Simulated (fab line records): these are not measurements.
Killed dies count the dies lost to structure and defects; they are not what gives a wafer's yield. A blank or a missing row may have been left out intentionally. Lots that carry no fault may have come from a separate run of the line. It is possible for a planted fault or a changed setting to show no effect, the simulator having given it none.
2 desks looking at one fault | flow sky130 | only its own numbers are on each desk; what lay behind them is given at the end

TOOL OWNER'S DESK, litho track-01
The tool's own readings at SKY_VT_ADJUST_HVTR_DEVELOP_06 (develop time 60 s): means of the sampled wafers that have a number, for each lot that ran on this tool. Any lot whose mean is over 4 standard deviations away from the usual mean is out of limits and marked OUT; that distance is given in the brackets.
Columns: A = exhaust pa at SKY_VT_ADJUST_HVTR_DEVELOP_06, usual 44.9 Pa
lot  | first seen here | A
L498 | day 8 01:37     | 44.5
L499 | day 9 10:41     | 46.4
L502 | day 10 07:11    | 45.3
L503 | day 11 03:22    | 45.0
L508 | day 12 22:10    | 45.2
L509 | day 13 02:14    | 45.2
L511 | day 13 17:52    | 44.5
This desk's finding: nothing out of limits on any of the 7 lots.

AT THE METROLOGY DESK
What the gauges read for every lot (on any tool): the sampled wafers with a number, averaged. Any lot whose mean is over 4 standard deviations away from the usual mean is out of limits and marked OUT; that distance is given in the brackets.
Columns: A = VT_ADJUST_LVTN_2_TW at SKY_VT_ADJUST_LVTN_TW_MEAS_21, usual 189.1; B = cd nm at SKY_VT_ADJUST_HVTR_CD_MEAS_07, usual 379.5 nm
lot  | first seen here | A     | B
L498 | day 6 11:11     | 188.3 | 382.7
L499 | day 7 16:30     | 188.5 | 379.6
L502 | day 8 10:42     | 188.2 | 377.6
L503 | day 9 05:31     | 188.6 | 380.2
L504 | day 9 13:41     | 187.7 | 379.7
L508 | day 10 20:13    | 191.2 | 389.9 (+4.5) OUT
L509 | day 11 00:46    | 191.1 | 390.1 (+4.6) OUT
L511 | day 11 14:19    | 191.2 | 390.2 (+4.7) OUT
L515 | day 13 01:40    | 188.4 | 379.0
L516 | day 13 06:45    | 189.3 | 378.0
L517 | day 13 12:38    | 191.5 | 379.6
L518 | day 14 02:02    | 189.1 | 378.9
L520 | day 14 18:44    | 189.4 | 381.3
This desk's verdict: out of limits on L508, L509, L511, starting with L508 at day 12 22:18 (cd nm at SKY_VT_ADJUST_HVTR_CD_MEAS_07). In limits: L498, L499, L502, L503, L504, L515, L516, L517, L518, L520.

ALL TOGETHER
The metrology desk could have raised an alarm at day 12 22:18, on L508, L509, L511.
The desk of the tool owner found nothing out of limits.
On record at the tool owner's desk: L508, L509, L511, within its limits.
On litho track-01, each named lot ran SKY_VT_ADJUST_HVTR_DEVELOP_06.

WHAT WAS PUT IN BY THE SIMULATOR
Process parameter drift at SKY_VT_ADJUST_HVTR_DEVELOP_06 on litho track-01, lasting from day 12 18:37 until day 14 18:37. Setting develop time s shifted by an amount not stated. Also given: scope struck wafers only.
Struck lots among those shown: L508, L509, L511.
Hours from the fault's start to each desk's first reading out of limits: the metrology desk, 4.
